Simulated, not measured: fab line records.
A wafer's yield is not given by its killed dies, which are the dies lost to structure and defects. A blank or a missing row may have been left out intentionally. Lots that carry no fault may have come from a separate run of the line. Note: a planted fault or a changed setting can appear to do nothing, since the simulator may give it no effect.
fab line records | flow gf180mcu
record lots=13 | wafers=39 | last_day=34
route steps=602 shown LVPWELL@62 V3@443 V4@477
lots that met no fault: from a run of the same line without faults
start_h: start of the lot's first displayed wafer, in hours after the record's first day | wait_h: hours from the lot's prior step to this one | " same as the row above | L1.1+2: a single row standing in for several wafers | - either no value or no given start | * or withheld: withheld | < > ~ a bound
route shown NAME@n: names a module that has steps shown in the file, with the first one's number in the route | usual: average and standard deviation across the fault-free wafers | same: alike in all rows | chamber/n: place in a boat | sites: readings site by site | _std_site: standard deviation across them | _edge_site: the outer-site mean with the inner-site mean subtracted | radius_mm: how far each site lies from the wafer's centre | mask NAME#n: copy n | behind: the last tool/chamber to shape the wafer | hold: cause of the lot's hold/its duration in hours/its outcome | device: transistor that didn't switch, given as n, p or np | end of line: tests of these same wafers at the route's end | a step given without rows: its recipe and nothing more | killed: not the wafer's yield, but the dies lost to structure and defects at the first sort | map: per-die view of a wafer (x killed, . not killed, _ where there is no die)
set.NAME: the setting the step ran with; set.NAME@STEP: the setting that earlier step ran with | model.NAME: the simulator's own value behind a step, which no gauge read
steps of the route over a sample of lots; a table a step, a row a wafer
services: when a tool's chamber went out of use (start_h, in hours from the record's first day, below 0 if earlier), for how many hours, and the reason
## steps
# step GF_LVPWELL_IMPLANT_08
# recipe species=B | energy_kev=170 | dose_cm2=1.5e+13 | tilt_deg=0
# usual dose_ions_cm2=1.5e+13/1.7e+10 | tilt_deg=0.006/0.022
lot.wafer | tool         | chamber | start_h | wait_h | dose_ions_cm2 | tilt_deg
L944.1    | implanter-03 | 0       | 67.73   | 0.0    | 1.5001e+13    | 0.019
L944.2    | "            | 0       | "       | "      | 1.501e+13     | 0.005
L944.6    | "            | 0       | "       | "      | 1.4983e+13    | 0.003
L945.1    | implanter-03 | 0       | 74.27   | 0.0    | 1.5018e+13    | -0.063
L945.2    | "            | 0       | "       | "      | 1.5004e+13    | -0.019
L945.3    | "            | 0       | "       | "      | 1.4991e+13    | -0.035
L946.2    | implanter-04 | 0       | 79.20   | 0.0    | 1.4992e+13    | 0.009
L946.4    | "            | 0       | "       | "      | 1.4965e+13    | 0.016
L946.6    | "            | 0       | "       | "      | 1.4999e+13    | 0.030
L947.1    | implanter-03 | 0       | 85.97   | 0.0    | 1.5006e+13    | 0.002
L947.4    | "            | 0       | "       | "      | 1.5e+13       | -0.002
L947.5    | "            | 0       | "       | "      | 1.5002e+13    | 0.023
L948.1    | implanter-02 | 0       | 91.17   | 0.0    | 1.4993e+13    | 0.004
L948.3    | "            | 0       | "       | "      | 1.5013e+13    | 0.009
L948.4    | "            | 0       | "       | "      | 1.5012e+13    | -0.018
L952.1    | implanter-03 | 0       | 112.22  | 0.0    | 1.5002e+13    | 0.026
L952.3    | "            | 0       | "       | "      | 1.5011e+13    | 0.032
L952.5    | "            | 0       | "       | "      | 1.5015e+13    | 0.009
L955.1    | implanter-02 | 0       | 129.67  | 0.0    | 1.5022e+13    | -0.035
L955.3    | "            | 0       | "       | "      | 1.4998e+13    | 0.018
L955.4    | "            | 0       | "       | "      | 1.499e+13     | 0.001
L958.2    | implanter-03 | 0       | 147.30  | 0.0    | 1.4989e+13    | -0.004
L958.4    | "            | 0       | "       | "      | 1.4984e+13    | 0.040
L958.5    | "            | 0       | "       | "      | 1.5e+13       | 0.035
L961.1    | implanter-04 | 0       | 165.97  | 0.0    | 1.5003e+13    | 0.052
L961.3    | "            | 0       | "       | "      | 1.4997e+13    | 0.037
L961.4    | "            | 0       | "       | "      | 1.5014e+13    | 0.020
L963.4    | implanter-04 | 0       | 175.70  | 0.1    | 1.4995e+13    | -0.003
L963.5    | "            | 0       | "       | "      | 1.4979e+13    | -0.006
L963.6    | "            | 0       | "       | "      | 1.5013e+13    | 0.013
L964.1    | implanter-03 | 0       | 182.37  | 0.0    | 1.5006e+13    | -0.001
L964.5    | "            | 0       | "       | "      | 1.4976e+13    | 0.040
L964.6    | "            | 0       | "       | "      | 1.5002e+13    | 0.015
L966.2    | implanter-04 | 0       | 193.45  | 0.0    | 1.5009e+13    | 0.002
L966.5    | "            | 0       | "       | "      | 1.5014e+13    | 0.008
L966.6    | "            | 0       | "       | "      | 1.5004e+13    | -0.009
L967.1    | implanter-04 | 0       | 198.47  | 0.0    | 1.5025e+13    | -0.003
L967.3    | "            | 0       | "       | "      | 1.4997e+13    | -0.025
L967.4    | "            | 0       | "       | "      | 1.5026e+13    | -0.040
# step GF_LVPWELL_TW_MEAS_11
# usual LVPWELL_TW=559/3.5
lot.wafer | tool          | chamber | start_h | wait_h | LVPWELL_TW
L944.1    | film_metro-04 | -       | 68.13   | 0.1    | 563
L944.2    | "             | -       | "       | "      | 564
L944.6    | "             | -       | "       | "      | 566
L945.1    | film_metro-03 | -       | 74.67   | 0.1    | 551
L945.2    | "             | -       | "       | "      | 553
L945.3    | "             | -       | "       | "      | 557
L946.2    | film_metro-01 | -       | 79.59   | 0.1    | 561
L946.4    | "             | -       | "       | "      | 562
L946.6    | "             | -       | "       | "      | 563
L947.1    | film_metro-01 | -       | 86.37   | 0.1    | 559
L947.4    | "             | -       | "       | "      | 560
L947.5    | "             | -       | "       | "      | 562
L948.1    | film_metro-01 | -       | 91.57   | 0.1    | 560
L948.3    | "             | -       | "       | "      | 563
L948.4    | "             | -       | "       | "      | 560
L952.1    | film_metro-01 | -       | 112.62  | 0.1    | 560
L952.3    | "             | -       | "       | "      | 556
L952.5    | "             | -       | "       | "      | 560
L955.1    | film_metro-01 | -       | 130.07  | 0.1    | 545
L955.3    | "             | -       | "       | "      | 546
L955.4    | "             | -       | "       | "      | 546
L958.2    | film_metro-01 | -       | 147.68  | 0.1    | 560
L958.4    | "             | -       | "       | "      | 562
L958.5    | "             | -       | "       | "      | 556
L961.1    | film_metro-01 | -       | 166.37  | 0.1    | 562
L961.3    | "             | -       | "       | "      | 557
L961.4    | "             | -       | "       | "      | 562
L963.4    | film_metro-01 | -       | 176.05  | 0.1    | 559
L963.5    | "             | -       | "       | "      | 560
L963.6    | "             | -       | "       | "      | 558
L964.1    | film_metro-03 | -       | 182.77  | 0.1    | 558
L964.5    | "             | -       | "       | "      | 554
L964.6    | "             | -       | "       | "      | 556
L966.2    | film_metro-01 | -       | 193.83  | 0.1    | 559
L966.5    | "             | -       | "       | "      | 557
L966.6    | "             | -       | "       | "      | 558
L967.1    | film_metro-03 | -       | 198.87  | 0.1    | 557
L967.3    | "             | -       | "       | "      | 557
L967.4    | "             | -       | "       | "      | 560
# step GF_VT_IMPLANT_RS_MEAS_48
# recipe thk_meas_gauge=four-point-probe
# usual LVPWELL_RS=1197.4/2.9
lot.wafer | tool          | chamber | start_h | wait_h | LVPWELL_RS[ohm/sq]
L944.1    | film_metro-01 | -       | 155.08  | 0.1    | 1197.5
L944.2    | "             | -       | "       | "      | 1192.3
L944.6    | "             | -       | "       | "      | 1193.5
L945.1    | film_metro-04 | -       | 164.44  | 0.1    | 1194.8
L945.2    | "             | -       | "       | "      | 1193.9
L945.3    | "             | -       | "       | "      | 1199.8
L946.2    | film_metro-03 | -       | 171.21  | 0.1    | 1198.2
L946.4    | "             | -       | "       | "      | 1198.6
L946.6    | "             | -       | "       | "      | 1194.6
L947.1    | film_metro-04 | -       | 179.46  | 0.1    | 1199.4
L947.4    | "             | -       | "       | "      | 1199.4
L947.5    | "             | -       | "       | "      | 1198.5
L948.1    | film_metro-03 | -       | 184.39  | 0.1    | 1202.5
L948.3    | "             | -       | "       | "      | 1200.8
L948.4    | "             | -       | "       | "      | 1200.6
L952.1    | film_metro-01 | -       | 209.77  | 0.1    | 1195.4
L952.3    | "             | -       | "       | "      | 1190.0
L952.5    | "             | -       | "       | "      | 1193.2
L955.1    | film_metro-04 | -       | 230.52  | 0.1    | 1236.0
L955.3    | "             | -       | "       | "      | 1234.2
L955.4    | "             | -       | "       | "      | 1233.0
L958.2    | film_metro-03 | -       | 249.89  | 0.1    | 1193.7
L958.4    | "             | -       | "       | "      | 1195.3
L958.5    | "             | -       | "       | "      | 1194.9
L961.1    | film_metro-04 | -       | 274.37  | 0.1    | 1199.4
L961.3    | "             | -       | "       | "      | 1201.2
L961.4    | "             | -       | "       | "      | 1197.5
L963.4    | film_metro-03 | -       | 285.68  | 0.1    | 1192.2
L963.5    | "             | -       | "       | "      | 1194.4
L963.6    | "             | -       | "       | "      | 1195.9
L964.1    | film_metro-01 | -       | 293.52  | 0.1    | 1197.1
L964.5    | "             | -       | "       | "      | 1193.5
L964.6    | "             | -       | "       | "      | 1197.8
L966.2    | film_metro-04 | -       | 306.85  | 0.1    | 1198.8
L966.5    | "             | -       | "       | "      | 1196.3
L966.6    | "             | -       | "       | "      | 1199.2
L967.1    | film_metro-04 | -       | 311.42  | 0.1    | 1199.2
L967.3    | "             | -       | "       | "      | 1195.3
L967.4    | "             | -       | "       | "      | 1200.8
# step GF_V3_CD_MEAS_14
# recipe target_cd_nm=260
# usual cd_nm=260.3/1.1
lot.wafer | tool      | chamber | start_h | wait_h | cd_nm
L944.1    | cd_sem-01 | -       | 509.48  | 0.1    | 260.8
L944.2    | "         | -       | "       | "      | 259.5
L944.6    | "         | -       | "       | "      | 260.3
L945.1    | cd_sem-01 | -       | 522.83  | 0.1    | 260.1
L945.2    | "         | -       | "       | "      | 260.1
L945.3    | "         | -       | "       | "      | 259.8
L946.2    | cd_sem-02 | -       | 532.90  | 0.1    | 261.1
L946.4    | "         | -       | "       | "      | 261.7
L946.6    | "         | -       | "       | "      | 260.3
L947.1    | cd_sem-01 | -       | 540.43  | 0.1    | 260.2
L947.4    | "         | -       | "       | "      | 259.7
L947.5    | "         | -       | "       | "      | 260.2
L948.1    | cd_sem-01 | -       | 546.13  | 0.1    | 263.0
L948.3    | "         | -       | "       | "      | 261.3
L948.4    | "         | -       | "       | "      | 262.0
L952.1    | cd_sem-01 | -       | 583.63  | 0.1    | 258.8
L952.3    | "         | -       | "       | "      | 259.5
L952.5    | "         | -       | "       | "      | 258.9
L955.1    | cd_sem-02 | -       | 605.78  | 0.1    | 258.7
L955.3    | "         | -       | "       | "      | 261.1
L955.4    | "         | -       | "       | "      | 261.0
L958.2    | cd_sem-01 | -       | 625.90  | 0.1    | 260.3
L958.4    | "         | -       | "       | "      | 261.1
L958.5    | "         | -       | "       | "      | 260.9
L961.1    | cd_sem-01 | -       | 649.73  | 0.1    | 260.7
L961.3    | "         | -       | "       | "      | 259.0
L961.4    | "         | -       | "       | "      | 259.6
L963.4    | cd_sem-02 | -       | 664.94  | 0.1    | 260.5
L963.5    | "         | -       | "       | "      | 260.1
L963.6    | "         | -       | "       | "      | 261.1
L964.1    | cd_sem-02 | -       | 671.58  | 0.1    | 260.9
L964.5    | "         | -       | "       | "      | 260.8
L964.6    | "         | -       | "       | "      | 260.1
L966.2    | cd_sem-01 | -       | 684.90  | 0.1    | 260.5
L966.5    | "         | -       | "       | "      | 260.6
L966.6    | "         | -       | "       | "      | 260.3
L967.1    | cd_sem-01 | -       | 685.88  | 0.1    | 262.4
L967.3    | "         | -       | "       | "      | 262.2
L967.4    | "         | -       | "       | "      | 263.3
# step GF_V4_THK_MEAS_01
# recipe reads=SiO2_of_V4_CVD_00
# usual V4_CVD_00_THK=599/4.9
lot.wafer | tool          | chamber | start_h | wait_h | V4_CVD_00_THK[nm]
L944.1    | film_metro-01 | -       | 535.43  | 0.0    | 599
L944.2    | "             | -       | "       | "      | 599
L944.6    | "             | -       | "       | "      | 594
L945.1    | film_metro-03 | -       | 548.13  | 0.0    | 596
L945.2    | "             | -       | "       | "      | 590
L945.3    | "             | -       | "       | "      | 594
L946.2    | film_metro-04 | -       | 558.08  | 0.0    | 600
L946.4    | "             | -       | "       | "      | 596
L946.6    | "             | -       | "       | "      | 598
L947.1    | film_metro-04 | -       | 565.08  | 0.0    | 594
L947.4    | "             | -       | "       | "      | 598
L947.5    | "             | -       | "       | "      | 600
L948.1    | film_metro-03 | -       | 570.92  | 0.0    | 597
L948.3    | "             | -       | "       | "      | 595
L948.4    | "             | -       | "       | "      | 599
L952.1    | film_metro-04 | -       | 607.39  | 0.0    | 606
L952.3    | "             | -       | "       | "      | 608
L952.5    | "             | -       | "       | "      | 599
L955.1    | film_metro-03 | -       | 628.50  | 0.0    | 601
L955.3    | "             | -       | "       | "      | 602
L955.4    | "             | -       | "       | "      | 604
L958.2    | film_metro-01 | -       | 649.08  | 0.0    | 598
L958.4    | "             | -       | "       | "      | 599
L958.5    | "             | -       | "       | "      | 604
L961.1    | film_metro-03 | -       | 671.56  | 0.0    | 597
L961.3    | "             | -       | "       | "      | 607
L961.4    | "             | -       | "       | "      | 598
L963.4    | film_metro-03 | -       | 686.68  | 0.1    | 598
L963.5    | "             | -       | "       | "      | 599
L963.6    | "             | -       | "       | "      | 601
L964.1    | film_metro-04 | -       | 693.73  | 0.0    | 599
L964.5    | "             | -       | "       | "      | 598
L964.6    | "             | -       | "       | "      | 600
L967.1    | film_metro-01 | -       | 707.54  | 0.0    | 606
L967.3    | "             | -       | "       | "      | 601
L967.4    | "             | -       | "       | "      | 595
L966.2    | film_metro-04 | -       | 707.71  | 0.0    | 604
L966.5    | "             | -       | "       | "      | 608
L966.6    | "             | -       | "       | "      | 603
# step GF_V4_CVD_02
# recipe material=SiO2 | target_thk_nm=850 | precursor=TEOS | temp_c=400 | time_s=94.851 | rf_w=600
# usual heater_power_w=616/94 | susceptor_temp_C=399.96/0.24
# same time_s=94.851
lot.wafer | tool     | chamber | start_h | wait_h | heater_power_w | susceptor_temp_C
L944.1    | pecvd-03 | 2       | 535.49  | 0.1    | 526            | 400.01
L944.2    | "        | 1       | "       | "      | 792            | 399.89
L944.6    | "        | 2       | "       | "      | 576            | 400.08
L945.1    | pecvd-03 | 1       | 548.19  | 0.1    | 792            | 399.93
L945.2    | "        | 2       | "       | "      | 635            | 399.85
L945.3    | "        | 0       | "       | "      | 631            | 399.84
L946.2    | pecvd-03 | 2       | 558.13  | 0.0    | 652            | 400.24
L946.4    | "        | 1       | "       | "      | 746            | 399.81
L946.6    | "        | 0       | "       | "      | 632            | 399.94
L947.1    | pecvd-04 | 0       | 565.14  | 0.1    | 576            | 399.80
L947.4    | "        | 0       | "       | "      | 584            | 400.07
L947.5    | "        | 2       | "       | "      | 666            | 399.41
L948.1    | pecvd-04 | 0       | 570.98  | 0.1    | 540            | 399.52
L948.3    | "        | 2       | "       | "      | 613            | 400.04
L948.4    | "        | 1       | "       | "      | 606            | 399.87
L952.1    | pecvd-03 | 2       | 607.45  | 0.1    | 639            | 400.46
L952.3    | "        | 0       | "       | "      | 636            | 399.81
L952.5    | "        | 0       | "       | "      | 504            | 399.51
L955.1    | pecvd-03 | 1       | 628.56  | 0.1    | 761            | 399.99
L955.3    | "        | 0       | "       | "      | 596            | 400.14
L955.4    | "        | 2       | "       | "      | 669            | 400.15
L958.2    | pecvd-02 | 0       | 649.13  | 0.0    | 474            | 399.58
L958.4    | "        | 0       | "       | "      | 479            | 399.55
L958.5    | "        | 1       | "       | "      | 704            | 399.83
L961.1    | pecvd-04 | 1       | 671.62  | 0.1    | 663            | 399.94
L961.3    | "        | 0       | "       | "      | 475            | 399.87
L961.4    | "        | 1       | "       | "      | 514            | 399.84
L963.4    | pecvd-02 | 0       | 686.75  | 0.1    | 401            | 400.73
L963.5    | "        | 2       | "       | "      | 698            | 399.79
L963.6    | "        | 1       | "       | "      | 655            | 399.77
L964.1    | pecvd-02 | 1       | 693.79  | 0.1    | 632            | 400.15
L964.5    | "        | 2       | "       | "      | 797            | 399.89
L964.6    | "        | 0       | "       | "      | 497            | 400.20
L967.1    | pecvd-02 | 2       | 707.60  | 0.1    | 735            | 399.85
L967.3    | "        | 0       | "       | "      | 456            | 400.17
L967.4    | "        | 2       | "       | "      | 758            | 400.07
L966.2    | pecvd-03 | 2       | 707.76  | 0.0    | 573            | 400.04
L966.5    | "        | 0       | "       | "      | 642            | 400.02
L966.6    | "        | 2       | "       | "      | 611            | 399.81
## services
tool         | chamber | start_h | hours | kind
pecvd-03     | -       | 70.04   | 1.5   | repair
pecvd-03     | -       | 101.82  | 1.6   | repair
pecvd-03     | -       | 154.44  | 0.8   | pm
pecvd-03     | -       | 160.62  | 14.0  | pm
pecvd-02     | -       | 167.71  | 0.8   | repair
implanter-04 | -       | 247.54  | 5.3   | pm
pecvd-03     | 1       | 274.91  | 9.6   | repair
implanter-04 | -       | 296.76  | 19.1  | pm
implanter-04 | -       | 326.38  | 4.4   | repair
pecvd-03     | -       | 330.34  | 28.1  | pm
implanter-03 | -       | 363.59  | 1.6   | repair
pecvd-02     | -       | 368.88  | 14.0  | pm
pecvd-03     | -       | 370.19  | 2.8   | pm
implanter-03 | -       | 376.63  | 4.1   | pm
implanter-03 | -       | 382.96  | 1.6   | repair
pecvd-03     | 1       | 404.94  | 4.4   | repair
implanter-04 | -       | 446.37  | 6.5   | pm
implanter-03 | -       | 462.08  | 13.7  | pm
pecvd-02     | -       | 469.98  | 2.8   | pm
implanter-04 | -       | 513.30  | 6.5   | repair
implanter-03 | -       | 591.10  | 2.9   | repair
implanter-03 | -       | 605.68  | 2.2   | repair
pecvd-03     | 0       | 620.83  | 1.7   | repair
implanter-04 | -       | 659.63  | 2.3   | pm
## key
first_sign step=GF_LVPWELL_TW_MEAS_11 | reading=LVPWELL_TW | direction=down | sigmas=3.8 | usual=559 | struck=546
effect step=GF_VT_IMPLANT_RS_MEAS_48 | reading=LVPWELL_RS | direction=up | sigmas=13 | usual=1197.4 | struck=1234.4
met_at GF_LVPWELL_IMPLANT_08
struck_lots L955
tester_left_out L955
not_acting_at GF_V3_CD_MEAS_14,GF_V4_THK_MEAS_01,GF_V4_CVD_02
onset_between 91.17 129.67
fault kind=process_parameter_drift | tool=implanter-02 | chamber=- | onset_h=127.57 | steps=GF_LVPWELL_IMPLANT_08 | channel=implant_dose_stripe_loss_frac | offset=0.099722 | shape=step | end_h=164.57
# tester_left_out: of these lots the tester's yield and bins aren't shown, on N5 and GAA mostly nor the transistor test; their killed dies are dies lost to structure and defects alone, not to doping, threshold or leakage, so they don't give the yield
